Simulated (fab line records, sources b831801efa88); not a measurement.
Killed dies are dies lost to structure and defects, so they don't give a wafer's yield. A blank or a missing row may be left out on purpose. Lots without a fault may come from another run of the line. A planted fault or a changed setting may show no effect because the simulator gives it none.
A struck lot beside a sound one | flow gf180mcu | 16 steps out of a route of 602
Sound: wafers L429.2, L429.4, L429.5. Struck: wafers L447.2, L447.3, L447.6. The cause comes at the end.
At each step with rows: each side's tool, then ch and its chambers, then its first start. Under that, the readings that differ: sound wafers | struck wafers | difference of the means | sigmas: that difference in standard deviations of wafers without a fault.
alike: readings whose means differ by less than 2 such deviations, and words and numbers that are the same on both sides. not compared: withheld readings, readings that some wafer has no value for, bounds like >300 that may hide the same value, and numbers for which the record gives no deviation and whose values overlap.
The two part at a step that has a row with sigmas, a row that says differs or no value, or rows on one side only. Numbers that don't overlap but have no deviation are shown without sigmas and don't part them. A reading that every wafer of one side lacks parts them only if that side has two wafers or more.

first, 2 steps without rows for these wafers: GF_NWELL_IMPLANT_08; GF_NWELL_IMPLANT_09.
GF_NWELL_STRIP_10: strips in O2/N2.
  sound on plasma_asher-03 ch 0,1, day 3 20:43; struck on plasma_asher-04 ch 0, day 8 03:04
  alike: drypump_motor_current_A, heater_power_w, oes_product_au, strip_time_to_endpoint_s
  not compared: rf_hours_counter_h
GF_NWELL_TW_MEAS_11:
  sound on film_metro-01, day 3 20:49; struck on film_metro-02, day 8 03:11
  alike: NWELL_TW
then, 7 steps without rows for these wafers: GF_LVPWELL_DEHYDRATE_00 (time 60 s); GF_LVPWELL_HMDS_01 (prime time 60 s); GF_LVPWELL_COAT_02 (resist thk 3000 nm); GF_LVPWELL_SOFTBAKE_03; GF_LVPWELL_EXPOSE_04 (exposes mask LVPWELL, target cd 600 nm); GF_LVPWELL_PEB_05; GF_LVPWELL_DEVELOP_06 (develop time 60 s).
GF_LVPWELL_OVL_MEAS_07:
  sound on overlay-01, day 4 10:13; struck on overlay-02, day 8 20:02
  alike: LVPWELL_OVL
GF_LVPWELL_IMPLANT_08:
  sound on implanter-04 ch 0, day 4 10:16; struck on implanter-03 ch 0, day 8 20:06
  reading                   | sound             | struck            | difference | sigmas
  implant_ion_amu           | 11 11 11          | 31 31 31          | +20        |
  model.implant.rp_nm (nm)  | 493.9 493.9 493.9 | 218.4 218.4 218.4 | -275.5     |
  model.implant.drp_nm (nm) | 102.4 102.4 102.4 | 68.9 68.9 68.9    | -33.5      |
  alike: faraday_current_uA
then, 1 step without rows for these wafers: GF_LVPWELL_IMPLANT_09.
GF_LVPWELL_STRIP_10: strips in O2/N2.
  sound on plasma_asher-01 ch 0,1, day 4 10:33; struck on plasma_asher-02 ch 0, day 8 20:22
  reading                      | sound             | struck            | difference | sigmas
  strip_time_to_endpoint_s (s) | 37.08 37.00 36.98 | 36.79 36.81 36.80 | -0.22      | -2
  alike: drypump_motor_current_A, heater_power_w, oes_product_au
  not compared: rf_hours_counter_h
GF_LVPWELL_TW_MEAS_11:
  sound on film_metro-02, day 4 10:40; struck on film_metro-02, day 8 20:43
  reading    | sound       | struck         | difference | sigmas
  LVPWELL_TW | 560 561 560 | 1307 1305 1300 | +744       | +99 or more
  not compared: hold

WHERE THEY PART
First at GF_LVPWELL_STRIP_10; last, within this record, at GF_LVPWELL_TW_MEAS_11.

WHY: what the simulator had put in
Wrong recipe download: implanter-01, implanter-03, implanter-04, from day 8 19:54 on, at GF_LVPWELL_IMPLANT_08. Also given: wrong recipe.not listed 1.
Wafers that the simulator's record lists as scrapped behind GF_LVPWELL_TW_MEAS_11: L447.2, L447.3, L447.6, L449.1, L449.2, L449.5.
